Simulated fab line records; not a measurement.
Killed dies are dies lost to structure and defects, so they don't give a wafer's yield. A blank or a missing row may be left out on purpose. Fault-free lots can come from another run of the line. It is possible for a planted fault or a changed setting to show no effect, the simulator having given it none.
fab line records ; flow sky130
record: lots: 14; wafers: 42; lastDay: 50
route steps=708 shown METAL4@631 PASSIVATION@693 PAD_OPEN@702
lots that met no fault: taken from a fault-free run of the same line
startH: start of the lot's first displayed wafer, in hours after the record's first day ; waitH: hours from the lot's prior step to this one ; " repeats the value in the row above ; L1.1+2: several wafers, shown together as one row ; - no value, or no start given ; * or withheld: withheld ; < > ~ a bound
route shown NAME@n: names a module that has steps shown in the file, with the first one's number in the route ; usual: mean/standard deviation of fault-free wafers ; same: alike in all rows ; chamber/n: place in a boat ; sites: per-site readings ; _std_site: the standard deviation of these ; _edge_site: the outer-site mean with the inner-site mean subtracted ; radiusMm: for every site, how far away it sits from the centre of the wafer ; mask NAME#n: copy n ; behind: the tool/chamber that last shaped the wafer ; hold: the reason the lot was held/the length of the hold in hours/how it ended ; device: whichever transistor did not switch (one of n, p or np) ; end of line: tests run on the same wafers once the route is complete ; where a step has no rows: the recipe by itself ; killed: the dies lost at the first sort to structure and to defects; this is not the yield of the wafer ; map: per-die view of a wafer (x killed, . not killed, _ where there is no die)
set.NAME: the run value of the setting; set.NAME@STEP: its run value at that earlier step ; model.NAME: the simulator's own value behind a step, which no gauge read
the route's steps for a sample of lots (tables are steps, rows are wafers)
services: when a tool's chamber went out of use (startH, in hours from the record's first day, below 0 if earlier), for how many hours, and the reason
== steps ==
step: SKY_METAL4_DESCUM_15
recipe: chemistry: O2; sourcePowerW: 150; biasPowerW: 0; pressureMtorr: 10; tempC: 40; timeS: 8
usual: drypumpMotorCurrentA: 5.86/0.25; heBacksideLeakSccm: 3.44/0.29; oesProductAu: 1.000/0.0096
lot.wafer;tool;chamber;startH;waitH;drypumpMotorCurrentA;heBacksideLeakSccm;oesProductAu;rfHoursCounterH
L191.1;rieMetal-02;0;976.25;0.0;5.59;3.42;0.995;5
L191.4;rieMetal-02;0;976.25;0.0;5.61;3.38;0.993;-
L191.5;rieMetal-02;1;976.25;0.0;5.83;3.46;0.997;-
L192.3;rieMetal-02;0;977.32;0.0;5.62;3.48;1.004;-
L192.4;rieMetal-02;1;977.32;0.0;5.84;3.42;1.012;-
L192.6;rieMetal-02;1;977.32;0.0;5.83;3.57;1.008;-
L193.1;rieMetal-01;1;989.27;0.0;6.17;3.36;0.996;17
L193.5;rieMetal-01;0;989.27;0.0;5.46;3.46;1.001;-
L193.6;rieMetal-01;1;989.27;0.0;6.16;3.42;0.995;-
L194.2;rieMetal-03;1;995.76;0.0;5.96;3.54;0.983;16
L194.3;rieMetal-03;0;995.76;0.0;6.06;3.41;0.988;-
L194.4;rieMetal-03;1;995.76;0.0;5.97;3.33;0.980;-
L204.4;rieMetal-02;1;1065.87;0.0;5.87;3.35;0.999;-
L204.5;rieMetal-02;1;1065.87;0.0;5.85;3.21;1.004;-
L204.6;rieMetal-02;0;1065.87;0.0;5.62;3.46;0.996;-
L205.1;rieMetal-01;0;1071.99;0.0;5.47;3.32;1.001;0
L205.2;rieMetal-01;1;1071.99;0.0;6.16;3.47;0.993;24
L205.3;rieMetal-01;0;1071.99;0.0;5.44;3.29;1.008;-
L206.1;rieMetal-03;0;1080.79;0.0;6.04;3.15;0.990;25
L206.3;rieMetal-03;0;1080.79;0.0;6.04;3.32;0.979;-
L206.6;rieMetal-03;1;1080.79;0.0;5.95;3.29;0.997;-
L207.2;rieMetal-01;1;1088.44;0.0;6.16;3.47;1.009;24
L207.4;rieMetal-01;1;1088.44;0.0;6.16;3.46;1.019;-
L207.5;rieMetal-01;0;1088.44;0.0;5.45;3.23;1.011;-
L208.1;rieMetal-01;0;1090.04;0.0;5.45;3.55;1.011;1
L208.3;rieMetal-01;0;1090.04;0.0;5.49;3.23;1.014;-
L208.4;rieMetal-01;1;1090.04;0.0;6.15;3.64;1.006;-
L209.3;rieMetal-01;0;1095.42;0.0;5.42;3.21;1.009;-
L209.4;rieMetal-01;1;1095.42;0.0;6.12;3.41;1.016;-
L209.6;rieMetal-01;1;1095.42;0.0;6.14;3.57;0.990;-
L211.4;rieMetal-01;1;1108.38;0.0;6.17;3.40;1.000;-
L211.5;rieMetal-01;1;1108.38;0.0;6.14;3.45;1.001;-
L211.6;rieMetal-01;0;1108.38;0.0;5.45;3.47;1.012;-
L212.1;rieMetal-02;1;1110.67;0.0;5.84;3.27;1.011;25
L212.3;rieMetal-02;1;1110.67;0.0;5.84;3.29;1.006;-
L212.5;rieMetal-02;1;1110.67;0.0;5.85;3.38;1.006;-
L213.2;rieMetal-01;0;1113.91;0.0;5.47;3.37;1.015;2
L213.3;rieMetal-01;1;1113.91;0.0;6.16;3.63;0.999;-
L213.6;rieMetal-01;1;1113.91;0.0;6.16;3.67;1.003;-
L214.2;rieMetal-02;1;1125.84;0.0;5.83;3.42;0.998;26
L214.3;rieMetal-02;1;1125.84;0.0;5.85;3.49;0.988;-
L214.5;rieMetal-02;1;1125.84;0.0;5.83;3.51;1.002;-
step: SKY_METAL4_ETCH_17
recipe: target: SiO2; stopOn: TiN; chemistry: C4F8/O2/Ar; sourceW: 1500; biasW: 1200; pressureMtorr: 40; c4f8FlowSccm: withheld; O2_flow_sccm: 6; Ar_flow_sccm: 300; timeS: 3.9; targetDepthA: 150
usual: oesProductAu: 0.754/0.0062
lot.wafer;tool;chamber;startH;waitH;oesProductAu;rfHoursCounterH
L191.1;rieDiel-04;0;976.38;0.1;0.751;11
L191.4;rieDiel-04;2;976.38;0.1;0.755;-
L191.5;rieDiel-04;3;976.38;0.1;0.768;-
L192.3;rieDiel-01;2;977.44;0.0;0.755;26
L192.4;rieDiel-01;0;977.44;0.0;0.759;23
L192.6;rieDiel-01;3;977.44;0.0;0.755;-
L193.1;rieDiel-04;3;989.40;0.1;0.753;1
L193.5;rieDiel-04;0;989.40;0.1;0.761;-
L193.6;rieDiel-04;2;989.40;0.1;0.755;-
L194.2;rieDiel-04;1;995.89;0.1;0.755;0
L194.3;rieDiel-04;0;995.89;0.1;0.759;11
L194.4;rieDiel-04;2;995.89;0.1;0.761;10
L204.4;rieDiel-01;1;1066.00;0.0;0.752;-
L204.5;rieDiel-01;2;1066.00;0.0;0.760;-
L204.6;rieDiel-01;3;1066.00;0.0;0.753;-
L205.1;rieDiel-04;0;1072.12;0.1;0.749;13
L205.2;rieDiel-04;1;1072.12;0.1;0.751;2
L205.3;rieDiel-04;2;1072.12;0.1;0.743;12
L206.1;rieDiel-01;0;1080.92;0.1;0.759;26
L206.3;rieDiel-01;1;1080.92;0.1;0.751;14
L206.6;rieDiel-01;0;1080.92;0.1;0.759;-
L207.2;rieDiel-04;2;1088.62;0.1;0.761;13
L207.4;rieDiel-04;3;1088.62;0.1;0.753;4
L207.5;rieDiel-04;3;1088.62;0.1;0.761;-
L208.1;rieDiel-04;3;1090.17;0.1;0.756;4
L208.3;rieDiel-04;1;1090.17;0.1;0.755;3
L208.4;rieDiel-04;2;1090.17;0.1;0.758;13
L209.3;rieDiel-04;3;1095.54;0.0;0.753;4
L209.4;rieDiel-04;2;1095.54;0.0;0.758;13
L209.6;rieDiel-04;3;1095.54;0.0;0.765;-
L211.4;rieDiel-04;3;1108.51;0.0;0.763;-
L211.5;rieDiel-04;2;1108.51;0.0;0.747;-
L211.6;rieDiel-04;1;1108.51;0.0;0.759;-
L212.1;rieDiel-04;1;1110.80;0.1;0.750;3
L212.3;rieDiel-04;0;1110.80;0.1;0.752;14
L212.5;rieDiel-04;0;1110.80;0.1;0.758;-
L213.2;rieDiel-04;1;1114.04;0.1;0.746;3
L213.3;rieDiel-04;3;1114.04;0.1;0.759;5
L213.6;rieDiel-04;1;1114.04;0.1;0.763;-
L214.2;rieDiel-02;2;1125.97;0.1;0.752;2
L214.3;rieDiel-02;3;1125.97;0.1;0.742;7
L214.5;rieDiel-02;1;1125.97;0.1;0.748;-
step: SKY_PASSIVATION_STRIP_12
recipe: chemistry: O2/N2; powerW: 1400; pressureMtorr: 1500; platenTempC: withheld; overashFraction: 0.7; o2FlowSccm: 3000; n2FlowSccm: 300
usual: chamberPressureMTorr: 1500.1/1.4; drypumpMotorCurrentA: 6.3/0.34; oesProductAu: 0.661/0.0047; overashFraction: 0.7/0; stripTimeToEndpointS: 31.53/0.14
lot.wafer;tool;chamber;startH;waitH;chamberPressureMTorr;drypumpMotorCurrentA;oesProductAu;overashFraction;rfHoursCounterH;stripTimeToEndpointS
L191.1;plasmaAsher-02;1;1047.21;0.1;1501.3;6.5;0.670;0.7;32;31.64
L191.4;plasmaAsher-02;1;1047.21;0.1;1500.0;6.5;0.649;0.7;-;31.86
L191.5;plasmaAsher-02;1;1047.21;0.1;1501.3;6.5;0.663;0.7;-;31.76
L192.3;plasmaAsher-04;0;1047.95;0.1;1501.6;5.6;0.658;0.7;-;31.76
L192.4;plasmaAsher-04;1;1047.95;0.1;1500.8;6.0;0.664;0.7;-;31.69
L192.6;plasmaAsher-04;1;1047.95;0.1;1499.3;6.0;0.659;0.7;-;31.86
L193.1;plasmaAsher-04;1;1060.33;0.1;-;-;-;-;-;-
L193.5;plasmaAsher-04;0;1060.33;0.1;-;-;-;-;-;-
L193.6;plasmaAsher-04;1;1060.33;0.1;-;-;-;-;-;-
L194.2;plasmaAsher-02;0;1067.88;0.1;-;-;-;-;-;-
L194.3;plasmaAsher-02;1;1067.88;0.1;-;-;-;-;-;-
L194.4;plasmaAsher-02;0;1067.88;0.1;-;-;-;-;-;-
L204.4;plasmaAsher-04;1;1130.90;0.1;1500.0;6.0;0.667;0.7;-;31.50
L204.5;plasmaAsher-04;1;1130.90;0.1;1500.5;6.0;0.647;0.7;-;31.45
L204.6;plasmaAsher-04;0;1130.90;0.1;1499.2;5.6;0.662;0.7;-;31.43
L205.1;plasmaAsher-04;1;1135.67;0.1;1498.5;6.0;0.662;0.7;99;31.60
L205.2;plasmaAsher-04;0;1135.67;0.1;1500.1;5.6;0.662;0.7;99;31.56
L205.3;plasmaAsher-04;1;1135.67;0.1;1499.2;6.0;0.664;0.7;-;31.46
L206.1;plasmaAsher-02;1;1143.37;0.1;1500.3;6.5;0.659;0.7;41;31.34
L206.3;plasmaAsher-02;1;1143.37;0.1;1499.4;6.5;0.664;0.7;-;31.51
L206.6;plasmaAsher-02;0;1143.37;0.1;1502.6;6.6;0.657;0.7;-;31.44
L207.2;plasmaAsher-02;0;1151.56;0.1;1500.1;6.6;0.657;0.7;41;31.56
L207.4;plasmaAsher-02;0;1151.56;0.1;1500.7;6.6;0.674;0.7;-;31.59
L207.5;plasmaAsher-02;0;1151.56;0.1;1499.0;6.6;0.661;0.7;-;31.63
L208.1;plasmaAsher-02;0;1152.26;0.1;1501.8;6.6;0.670;0.7;42;31.50
L208.3;plasmaAsher-02;0;1152.26;0.1;1502.1;6.6;0.660;0.7;-;31.57
L208.4;plasmaAsher-02;1;1152.26;0.1;1499.4;6.4;0.660;0.7;-;31.62
L209.3;plasmaAsher-02;1;1157.05;0.1;1500.5;6.4;0.664;0.7;-;31.43
L209.4;plasmaAsher-02;0;1157.05;0.1;1501.5;6.6;0.655;0.7;-;31.51
L209.6;plasmaAsher-02;1;1157.05;0.1;1499.4;6.5;0.661;0.7;-;31.47
L211.4;plasmaAsher-03;0;1169.36;0.1;1501.8;5.9;0.666;0.7;-;31.54
L211.5;plasmaAsher-03;0;1169.36;0.1;1498.7;5.9;0.659;0.7;-;31.40
L211.6;plasmaAsher-03;1;1169.36;0.1;1500.2;6.4;0.658;0.7;-;31.45
L212.1;plasmaAsher-04;0;1170.03;0.1;1498.3;5.6;0.655;0.7;103;31.55
L212.3;plasmaAsher-04;1;1170.03;0.1;1500.9;6.0;0.664;0.7;-;31.66
L212.5;plasmaAsher-04;1;1170.03;0.1;1497.3;6.0;0.664;0.7;-;31.68
L213.2;plasmaAsher-02;1;1173.62;0.1;1498.3;6.5;0.659;0.7;44;31.29
L213.3;plasmaAsher-02;1;1173.62;0.1;1498.9;6.5;0.656;0.7;-;31.43
L213.6;plasmaAsher-02;1;1173.62;0.1;1499.9;6.4;0.656;0.7;-;31.25
L214.2;plasmaAsher-02;1;1183.28;0.1;1499.6;6.5;0.661;0.7;45;31.49
L214.3;plasmaAsher-02;0;1183.28;0.1;1499.0;6.6;0.662;0.7;-;31.33
L214.5;plasmaAsher-02;0;1183.28;0.1;1497.8;6.6;0.664;0.7;-;31.45
step: SKY_PAD_OPEN_STRIP_08
recipe: chemistry: O2/N2; powerW: 1400; pressureMtorr: 1500; platenTempC: withheld; overashFraction: 0.7; o2FlowSccm: 3000; n2FlowSccm: 300
usual: chamberPressureMTorr: 1500.1/1.4; drypumpMotorCurrentA: 6.1/0.52; oesProductAu: 0.663/0.0047; stripTimeToEndpointS: 37.03/0.088
same: overashFraction: 0.7
lot.wafer;tool;chamber;startH;waitH;chamberPressureMTorr;drypumpMotorCurrentA;oesProductAu;rfHoursCounterH;stripTimeToEndpointS
L191.1;plasmaAsher-01;1;1069.06;0.1;1500.8;6.5;0.660;1;37.05
L191.4;plasmaAsher-01;1;1069.06;0.1;1499.9;6.6;0.650;-;37.08
L191.5;plasmaAsher-01;1;1069.06;0.1;1500.1;6.6;0.658;-;37.04
L192.3;plasmaAsher-02;1;1069.63;0.1;1501.7;6.4;0.670;-;37.24
L192.4;plasmaAsher-02;0;1069.63;0.1;1499.5;6.6;0.659;-;37.05
L192.6;plasmaAsher-02;0;1069.63;0.1;1502.7;6.6;0.672;-;37.08
L193.1;plasmaAsher-01;1;1081.16;0.1;1499.0;6.6;0.703;2;74.08
L193.5;plasmaAsher-01;1;1081.16;0.1;1500.3;6.6;0.692;-;74.00
L193.6;plasmaAsher-01;0;1081.16;0.1;1498.5;5.4;0.689;-;73.88
L194.2;plasmaAsher-01;1;1088.74;0.1;1503.3;6.6;0.685;2;74.16
L194.3;plasmaAsher-01;0;1088.74;0.1;1497.9;5.4;0.701;-;74.32
L194.4;plasmaAsher-01;1;1088.74;0.1;1500.6;6.6;0.692;-;74.32
L204.4;plasmaAsher-01;1;1150.18;0.1;1502.9;6.5;0.664;-;37.00
L204.5;plasmaAsher-01;0;1150.18;0.1;1499.8;5.4;0.667;-;36.97
L204.6;plasmaAsher-01;1;1150.18;0.1;1501.8;6.5;0.665;-;36.95
L205.1;plasmaAsher-04;1;1153.82;0.1;1500.1;6.0;0.664;101;37.10
L205.2;plasmaAsher-04;0;1153.82;0.1;1501.9;5.5;0.658;101;37.00
L205.3;plasmaAsher-04;0;1153.82;0.1;1498.4;5.6;0.669;-;36.97
L206.1;plasmaAsher-02;0;1161.09;0.1;1498.8;6.6;0.668;42;36.94
L206.3;plasmaAsher-02;0;1161.09;0.1;1501.9;6.6;0.669;-;37.04
L206.6;plasmaAsher-02;0;1161.09;0.1;1501.1;6.6;0.655;-;36.93
L207.2;plasmaAsher-04;1;1168.89;0.1;1498.8;6.0;0.659;103;37.01
L207.4;plasmaAsher-04;0;1168.89;0.1;1500.8;5.6;0.667;-;36.94
L207.5;plasmaAsher-04;1;1168.89;0.1;1500.5;6.0;0.668;-;36.92
L208.1;plasmaAsher-02;0;1169.24;0.1;1500.6;6.6;0.667;43;37.08
L208.3;plasmaAsher-02;1;1169.24;0.1;1499.0;6.4;0.664;-;36.94
L208.4;plasmaAsher-02;0;1169.24;0.1;1501.4;6.6;0.663;-;37.06
L209.3;plasmaAsher-01;1;1174.30;0.1;1497.1;6.6;0.656;-;37.11
L209.4;plasmaAsher-01;0;1174.30;0.1;1502.0;5.4;0.661;-;36.98
L209.6;plasmaAsher-01;0;1174.30;0.1;1499.1;5.4;0.662;-;36.88
L211.4;plasmaAsher-01;0;1186.18;0.1;1499.9;5.4;0.665;-;36.90
L211.5;plasmaAsher-01;1;1186.18;0.1;1499.8;6.6;0.662;-;37.11
L211.6;plasmaAsher-01;0;1186.18;0.1;1499.7;5.4;0.664;-;37.00
L212.1;plasmaAsher-01;0;1186.96;0.1;1499.4;5.4;0.659;11;37.06
L212.3;plasmaAsher-01;0;1186.96;0.1;1500.5;5.4;0.660;-;37.14
L212.5;plasmaAsher-01;1;1186.96;0.1;1499.7;6.6;0.657;-;37.11
L213.2;plasmaAsher-01;1;1189.67;0.1;1500.1;6.6;0.656;12;37.20
L213.3;plasmaAsher-01;1;1189.67;0.1;1500.3;6.6;0.666;-;37.19
L213.6;plasmaAsher-01;1;1189.67;0.1;1498.7;6.6;0.660;-;37.16
L214.2;plasmaAsher-02;1;1198.44;0.1;1500.7;6.4;0.660;46;37.16
L214.3;plasmaAsher-02;1;1198.44;0.1;1501.2;6.5;0.657;-;37.02
L214.5;plasmaAsher-02;1;1198.44;0.1;1502.3;6.4;0.666;-;37.04
step: SKY_PAD_OPEN_BOW_MEAS_13
recipe: mode: bow
usual: PAD_OPEN_BOW: 47/7.2
lot.wafer;tool;chamber;startH;waitH;PAD_OPEN_BOW[um]
L191.1;filmMetro-02;-;1071.16;-;50
L191.4;filmMetro-02;-;1071.16;-;52
L191.5;filmMetro-02;-;1071.16;-;53
L192.3;filmMetro-02;-;1071.73;-;50
L192.4;filmMetro-02;-;1071.73;-;49
L192.6;filmMetro-02;-;1071.73;-;49
L193.1;filmMetro-04;-;1083.26;-;55
L193.5;filmMetro-04;-;1083.26;-;42
L193.6;filmMetro-04;-;1083.26;-;41
L194.2;filmMetro-04;-;1090.86;-;43
L194.3;filmMetro-04;-;1090.86;-;47
L194.4;filmMetro-04;-;1090.86;-;31
L204.4;filmMetro-02;-;1152.30;-;58
L204.5;filmMetro-02;-;1152.30;-;43
L204.6;filmMetro-02;-;1152.30;-;46
L205.1;filmMetro-02;-;1155.91;-;54
L205.2;filmMetro-02;-;1155.91;-;58
L205.3;filmMetro-02;-;1155.91;-;57
L206.1;filmMetro-01;-;1163.19;-;49
L206.3;filmMetro-01;-;1163.19;-;41
L206.6;filmMetro-01;-;1163.19;-;56
L207.2;filmMetro-02;-;1171.01;-;49
L207.4;filmMetro-02;-;1171.01;-;44
L207.5;filmMetro-02;-;1171.01;-;45
L208.1;filmMetro-02;-;1171.34;-;44
L208.3;filmMetro-02;-;1171.34;-;48
L208.4;filmMetro-02;-;1171.34;-;48
L209.3;filmMetro-04;-;1176.40;-;53
L209.4;filmMetro-04;-;1176.40;-;43
L209.6;filmMetro-04;-;1176.40;-;34
L211.4;filmMetro-04;-;1188.57;-;48
L211.5;filmMetro-04;-;1188.57;-;57
L211.6;filmMetro-04;-;1188.57;-;53
L212.1;filmMetro-02;-;1190.01;-;44
L212.3;filmMetro-02;-;1190.01;-;48
L212.5;filmMetro-02;-;1190.01;-;42
L213.2;filmMetro-02;-;1191.78;-;51
L213.3;filmMetro-02;-;1191.78;-;48
L213.6;filmMetro-02;-;1191.78;-;38
L214.2;filmMetro-04;-;1200.56;-;47
L214.3;filmMetro-04;-;1200.56;-;51
L214.5;filmMetro-04;-;1200.56;-;33
== services ==
tool;chamber;startH;hours;kind
rieDiel-01;-;955.42;3.6;repair
rieDiel-04;1;961.90;-;clean
rieDiel-04;1;961.90;-;consumableReplace:showerhead
rieDiel-04;1;961.90;31.0;scheduledDown
rieDiel-04;1;961.90;31.0;ventCycle
rieMetal-03;-;972.78;0.2;repair
rieDiel-04;-;1004.02;4.3;pm
rieMetal-03;0;1005.12;3.6;repair
rieMetal-02;-;1005.52;2.8;pm
plasmaAsher-04;-;1017.93;1.2;repair
rieDiel-04;3;1053.10;3.7;repair
plasmaAsher-01;-;1055.25;9.0;pm
plasmaAsher-01;0;1055.25;9.0;ventCycle
rieDiel-01;0;1060.37;6.6;repair
rieMetal-01;-;1073.72;1.0;repair
rieMetal-01;-;1101.72;0.8;repair
rieDiel-01;3;1103.42;16.2;repair
rieDiel-04;0;1107.13;3.4;repair
rieDiel-04;2;1143.42;1.3;repair
rieMetal-01;-;1144.55;1.4;pm
rieDiel-01;-;1164.07;1.2;repair
rieMetal-01;-;1176.58;1.1;repair
rieDiel-01;0;1177.93;5.1;repair
rieDiel-04;0;1184.75;2.8;repair
== key ==
firstSign: step: SKY_PASSIVATION_STRIP_12; reading: toolRecord; direction: missing
effect: step: SKY_PAD_OPEN_STRIP_08; reading: stripTimeToEndpointS; direction: up; sigmas: 99+; usual: *; struck: *
metAt SKY_PASSIVATION_STRIP_12
struckLots L193,L194
sortLeftOut L193.1,L193.5,L193.6,L194.2,L194.3,L194.4
notActingAt SKY_METAL4_DESCUM_15,SKY_METAL4_ETCH_17,SKY_PAD_OPEN_BOW_MEAS_13
onsetBetween 1047.95 1060.33
fault: kind: skippedStepWhole; tool: plasmaAsher-02,plasmaAsher-04; chamber: -; onsetH: 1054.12; steps: SKY_PASSIVATION_STRIP_12; scope: struckLotsOnly
sortLeftOut: the simulated sort isn't trusted on such a fault, so these wafers' sort isn't shown, and their yield isn't known
